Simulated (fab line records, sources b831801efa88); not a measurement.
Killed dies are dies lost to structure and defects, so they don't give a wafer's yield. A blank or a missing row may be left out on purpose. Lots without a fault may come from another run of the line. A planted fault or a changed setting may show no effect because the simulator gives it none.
Split-lot experiment | flow sky130 | 5 lots, 23 wafers read, on a route of 708 steps

THE SPLIT
At SKY_VIA2_DEVELOP_11 (develop time 60 s), the setting dev_temp_c was moved away from the recipe's 21 C on 10 of the 23 wafers read, by -17.6% to +8.6%. The other wafers ran this setting at the recipe's value.

The file shows no step between the split and the reading.

THE READING
cd_nm, in nm, at SKY_VIA2_CD_MEAS_12 (target cd 200 nm). Fault-free wafers of this fab line usually give 200.2 nm, standard deviation 1.6 nm.

wafer  | tool, chamber at the split | dev_temp_c as run, C | against the recipe | cd_nm, nm | against lot-mates on the recipe
L077.1 | litho_track-04, 0          | 17.3                 | -17.6%             | 196.8     | -2.9
L077.2 | litho_track-04, 0          | 21                   | recipe             | 198.2     | -
L077.3 | litho_track-04, 0          | 21                   | recipe             | 201.3     | -
L077.4 | litho_track-04, 0          | 17.3                 | -17.6%             | 195.9     | -3.8
L077.6 | litho_track-04, 0          | 17.3                 | -17.6%             | 196.9     | -2.8
L078.2 | litho_track-03, 0          | 21                   | recipe             | 200.2     | -
L078.3 | litho_track-03, 0          | 22.81                | +8.6%              | 201.9     | +0.7
L078.4 | litho_track-03, 0          | 21                   | recipe             | 201.9     | -
L078.5 | litho_track-03, 0          | 22.81                | +8.6%              | 202.4     | +1.2
L078.6 | litho_track-03, 0          | 21                   | recipe             | 201.6     | -
L080.2 | litho_track-04, 0          | 21                   | recipe             | 202.2     | -
L080.4 | litho_track-04, 0          | 21                   | recipe             | 202.2     | -
L080.5 | litho_track-04, 0          | 21                   | recipe             | 200.5     | -
L083.1 | litho_track-03, 0          | 21                   | recipe             | 202.1     | -
L083.2 | litho_track-03, 0          | 18.03                | -14.1%             | 200.3     | -2.5
L083.3 | litho_track-03, 0          | 18.03                | -14.1%             | 199.0     | -3.8
L083.4 | litho_track-03, 0          | 18.03                | -14.1%             | 199.9     | -2.9
L083.5 | litho_track-03, 0          | 21                   | recipe             | 203.5     | -
L084.1 | litho_track-01, 0          | 17.41                | -17.1%             | 196.2     | -2.3
L084.2 | litho_track-01, 0          | 17.41                | -17.1%             | 194.2     | -4.3
L084.3 | litho_track-01, 0          | 21                   | recipe             | 198.9     | -
L084.4 | litho_track-01, 0          | 21                   | recipe             | 198.6     | -
L084.6 | litho_track-01, 0          | 21                   | recipe             | 198.1     | -

THE FIT
A straight line over all 23 wafers: cd_nm changes by +0.21 nm for each +1% of dev_temp_c; r = +0.74; the points scatter about the line by 1.7 nm.
The same after taking each lot's own level away (the mean of its wafers on the recipe; 23 wafers): +0.183 nm for each +1%; r = +0.89; scatter 0.83 nm.
On that fit, the largest move of dev_temp_c shifts the reading by 3.2 nm.
The lots' own levels span 198.53 to 202.80 nm, that is 2.7 times the standard deviation above.
So the lot-to-lot level blurs the effect unless lot-mates are compared.
Check: with one of the wafers moved furthest among these (-17.6%) left out of the fit, the line predicts -3.43 nm for it against its lot-mates. It came out at -2.95 nm against them.

OTHER SPLITS ON THESE WAFERS
These wafers also went through other splits before the reading. Each is held against what the fit with the lots' levels taken away leaves over:
other split on the same wafers | wafers away from the commonest value | r with cd_nm (lot level and that fit taken away)
SKY_METAL2_SPUTTER_01 time_s   | 11                                   | -0.12

THE FILE'S OWN FIT
cd_nm changes by +0.189 nm for each +1% of dev_temp_c, r = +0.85.
